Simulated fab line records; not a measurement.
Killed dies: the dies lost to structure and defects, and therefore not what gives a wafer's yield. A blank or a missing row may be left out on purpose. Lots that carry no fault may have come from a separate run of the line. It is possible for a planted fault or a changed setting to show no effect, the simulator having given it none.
Struck lot and sound lot, side by side + flow sky130 + 26 steps out of a route of 708
Sound: these wafers, L971.2, L971.3, L971.5. The struck wafers were L961.1, L961.2, L961.6. Last of all comes the cause.
Each step with rows lists, per side, the tool, then ch with its chambers, then its first start. Under that, the readings that differ: sound wafers + struck wafers + difference of the means + sigmas: that difference in standard deviations of wafers without a fault.
alike: words and numbers the same on both sides, and readings whose means are apart by under 2 such deviations; not compared: readings that were withheld, readings missing a value for some wafer, numbers with overlapping values and no deviation given by the record, and bounds like >300 which may hide the same value.
The two part at a step that has a row with sigmas, a row that says differs or no value, or rows on one side only. When numbers do not overlap yet have no deviation, they are printed without sigmas and do not part them. Lack of a reading on every wafer of one side parts them only where that side has two or more wafers.

first, 9 steps without rows for these wafers: SKY_LI_CONTACT_ETCH_14 (etches BARC in N2/H2, stops on SiO2, time 45.9 s, target depth 60 nm); SKY_LI_CONTACT_ETCH_15 (etches PSG in C4F8/O2/Ar, stops on Si, target depth 600 nm); SKY_LI_CONTACT_STRIP_16 (strips in O2/N2); SKY_LI_CONTACT_CLEAN_17 (cleans in NMP, time 600 s); SKY_LI_CONTACT_PRE_CLEAN_18 (time 5.6 s); SKY_LI_CONTACT_SPUTTER_19 (material Ti, target thk 20 nm, time 106.37 s); SKY_LI_CONTACT_SPUTTER_20 (material TiN, target thk 20 nm, time 80 s); SKY_LI_CONTACT_CVD_21 (deposits W, target thk 400 nm, time 120.56 s); SKY_LI_CONTACT_CMP_24 (polishes, stops on PSG, t overpolish 20 s, target thk 0 nm).
SKY_LOCAL_INTERCONNECT_SPUTTER_00: material TiN, target thk 100 nm, time 83.3 s.
  sound on pvd sputter-03, day 36 17:29; struck on pvd sputter-03, day 33 02:57
| reading                                                | sound                | struck            | difference                    | sigmas |
|--------------------------------------------------------|----------------------|-------------------|-------------------------------|--------|
| susceptor temp C (C)                                   | 300.31 300.03 300.04 | - - -             | no value on the struck wafers |        |
| model.TiN_of_LOCAL_INTERCONNECT_SPUTTER_00.thk nm (nm) | 103.6 103.7 103.5    | 98.26 97.37 97.48 | -5.90                         |        |
  alike: throttle valve pct
SKY_LOCAL_INTERCONNECT_RS_MEAS_01: a four-point-probe measurement.
  sound on film metro-01, day 36 17:34; struck on film metro-02, day 33 03:01
| reading                            | sound             | struck            | difference | sigmas |
|------------------------------------|-------------------|-------------------|------------|--------|
| LOCAL_INTERCONNECT_TIN_RS (ohm/sq) | 13.63 13.63 13.65 | 14.40 14.59 14.56 | +0.88      | +5     |
SKY_LOCAL_INTERCONNECT_THK_MEAS_02: measures by xrf.
  sound on film metro-01, day 36 17:41; struck on film metro-02, day 33 03:08
| reading                         | sound             | struck         | difference | sigmas |
|---------------------------------|-------------------|----------------|------------|--------|
| LOCAL_INTERCONNECT_TIN_THK (nm) | 101.9 101.9 102.1 | 97.9 96.9 97.3 | -4.6       | -3     |
then, 9 steps without rows for these wafers: SKY_LOCAL_INTERCONNECT_DEHYDRATE_03 (time 60 s); SKY_LOCAL_INTERCONNECT_HMDS_04 (prime time 60 s); SKY_LOCAL_INTERCONNECT_COAT_05 (resist thk 60 nm); SKY_LOCAL_INTERCONNECT_COAT_06 (resist thk 450 nm); SKY_LOCAL_INTERCONNECT_SOFTBAKE_07 (time 90 s); SKY_LOCAL_INTERCONNECT_EXPOSE_08 (exposes mask LI1M, target cd 170 nm); SKY_LOCAL_INTERCONNECT_PEB_09; SKY_LOCAL_INTERCONNECT_DEVELOP_10 (develop time 60 s); SKY_LOCAL_INTERCONNECT_ETCH_13 (etches BARC in N2/H2, stops on SiO2, time 45.9 s, target depth 60 nm).
SKY_LOCAL_INTERCONNECT_METAL_ETCH_14: etches TiN in Cl2/BCl3, stops on PSG, target depth 110 nm, time 31.4 s.
  sound on rie metal-01 ch 0,1, day 37 19:52; struck on rie metal-01 ch 0,1, day 34 06:10
| reading                                        | sound             | struck            | difference | sigmas |
|------------------------------------------------|-------------------|-------------------|------------|--------|
| oes product au (a.u.)                          | 0.959 0.962 0.956 | 0.927 0.931 0.928 | -0.030     | -4     |
| model.LOCAL_INTERCONNECT.feature depth nm (nm) | 103.6 103.7 103.5 | 98.26 97.37 97.48 | -5.90      |        |
| model.etch.depth nm (nm)                       | 103.6 103.7 103.5 | 98.26 97.37 97.48 | -5.90      |        |
  alike: drypump motor current A, throttle valve pct
  not compared: rf hours counter h
then, 1 step without rows for these wafers: SKY_LOCAL_INTERCONNECT_STRIP_15 (strips in O2/N2).
SKY_LOCAL_INTERCONNECT_STRIP_16: strips in post etch residue remover, time 1200 s.
  sound on wet bench-03 ch 1, day 37 20:01; struck on wet bench-02 ch 1, day 34 06:19
| reading                                                | sound           | struck            | difference | sigmas |
|--------------------------------------------------------|-----------------|-------------------|------------|--------|
| model.TiN_of_LOCAL_INTERCONNECT_SPUTTER_00.thk nm (nm) | 103.2 103.3 103 | 97.83 96.94 97.06 | -5.89      |        |
then, 1 step without rows for these wafers: SKY_LOCAL_INTERCONNECT_CLEAN_17 (cleans in IPA, time 180 s).
-- here the record skips 14 days between the struck wafers' starts before and after, leaving off in module LOCAL_INTERCONNECT and picking up in module PAD_OPEN (first step shown: number 708 of the route) --
SKY_PAD_OPEN_PROBE_99:
  sound on prober-02, day 50 23:07; struck on prober-01, day 48 13:15
| reading                        | sound             | struck            | difference | sigmas |
|--------------------------------|-------------------|-------------------|------------|--------|
| model.etest.res li.line ohm um | 75.02 74.05 74.11 | 79.79 80.18 80.05 | +5.61      |        |
| model.etest.res li.rs ohm sq   | 12.56 12.61 12.62 | 13.35 13.44 13.51 | +0.84      |        |
  alike: killed_at_M0_to_M3, killed_at_M4_up, killed at contacts, killed at front end, killed at other, killed dies, killed open, killed short

== WHERE THEY PART ==
Last at SKY_LOCAL_INTERCONNECT_METAL_ETCH_14 as far as this record goes, first at SKY_LOCAL_INTERCONNECT_SPUTTER_00. Later steps at which nothing parts them and some readings are alike: SKY_PAD_OPEN_PROBE_99.

WHY: the cause the simulator had injected
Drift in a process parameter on pvd sputter-03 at SKY_LOCAL_INTERCONNECT_SPUTTER_00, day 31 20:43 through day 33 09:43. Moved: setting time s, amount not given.
